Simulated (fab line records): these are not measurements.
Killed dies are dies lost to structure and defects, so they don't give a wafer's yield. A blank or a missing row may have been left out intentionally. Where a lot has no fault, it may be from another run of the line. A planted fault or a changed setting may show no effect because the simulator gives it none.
Problem report in the 8D (eight disciplines) form, filled by code    flow gf180mcu    the parts of the form that need people (team, actions taken, sign-off) are left out

1. PROBLEM STATEMENT
Wafers without a fault read 279.8 nm, standard deviation 1.2; cd_nm at GF_M5_CD_MEAS_07 reads a mean of 259.0 nm on 6 wafers belonging to 2 lots. That puts it -17 standard deviations away from the usual mean.
The step: target cd 280 nm.
Earliest sighting: wafer L892.3 on cd_sem-02 at day 30 07:13. The record has a number at this step for 36 wafers belonging to 12 lots. Rule for "out", or "out of limits": more than 4 standard deviations from the usual mean. Any other wafer with a number is counted as sound.

2. WHAT IT IS, AND WHAT IT ISN'T
question                     is                      is not
which readings at this step  cd_nm                   -
which lots                   L892, L893              L880, L881, L882, L884, L885, L891, L894, L895, L897, L900
which wafers of those lots   all that have a number  -
read on which gauges         cd_sem-02               cd_sem-01
when                         from day 30 07:13       up to then (18 sound wafers); but 12 sound wafers of L894, L895, L897, L900 came after

3. SUSPECTS, AND WHAT RULES EACH OUT
Counting: a tool stays on the suspect list if, at a process step up to the reading, it processed all lots that are out and no sound lot following the first of them.
- the gauge at GF_M5_CD_MEAS_07 has been ruled out. All the wafers that are out were read on cd_sem-02, but those of them that GF_M5_PEB_05 has rows for are out there too, on other tools.
- cvd_w-01 at GF_V4_CVD_23 (deposits W, target thk 350 nm, time 104.9 s): ruled out as a lasting fault. Following L892 (day 28 16:16), the first lot on it that is out, the sound lots L894, L895, L897 were run on it.
- litho_track-04 at GF_M5_PEB_05 (peb time 90 s): kept. Every lot that is out went through it, starting with L892 (day 30 06:53), and after that it ran no sound lot; the last sound lot it ran before then is L882 (day 26 21:30). Its own readings are out on those wafers: heater_power_total_W, plate_temp_C.
Left after counting: litho_track-04 at GF_M5_PEB_05.

4. THE CAUSE (what the simulator had put in)
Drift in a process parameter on litho_track-04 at GF_M5_PEB_05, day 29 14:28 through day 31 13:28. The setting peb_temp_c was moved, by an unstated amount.
After counting, this tool was the only one left.

5. THE CHAIN OF EFFECTS, in route order
Rows list readings where the struck wafers' mean (over those with a number) sits beyond 3 standard deviations from the usual. Readings are gone through only where the record gives a usual standard deviation; hours: the median, over the lots, of the time from a lot's start at the first step in this table giving one to that lot's start at this step; sigmas: the change measured in usual standard deviations.
hours  step              reading               usual     on struck wafers  change  sigmas
0      GF_M5_PEB_05      heater_power_total_W  85.71 W   97.80             +12.09  +99 or more
0      GF_M5_PEB_05      plate_temp_C          135.01 C  149.52            +14.51  +99 or more
0      GF_M5_CD_MEAS_07  cd_nm                 279.8 nm  259.0             -20.8   -17
It contains these process steps:
- GF_M5_PEB_05: peb time 90 s.

6. HOW IT WOULD HAVE BEEN CAUGHT EARLIER
The first out-of-limits reading at a measuring or inspecting step in this record came at day 30 07:13, 17 hours after the fault's start at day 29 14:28.
The tool's own readings at GF_M5_PEB_05 were out on every struck wafer that the step has a row for (heater_power_total_W, plate_temp_C): an alarm limit on them would have fired on the first of those.
Among the 2 lots that are out, L893 began GF_M5_PEB_05 on litho_track-04 after day 30 07:13. Had the tool been put on hold then, it would have been spared.
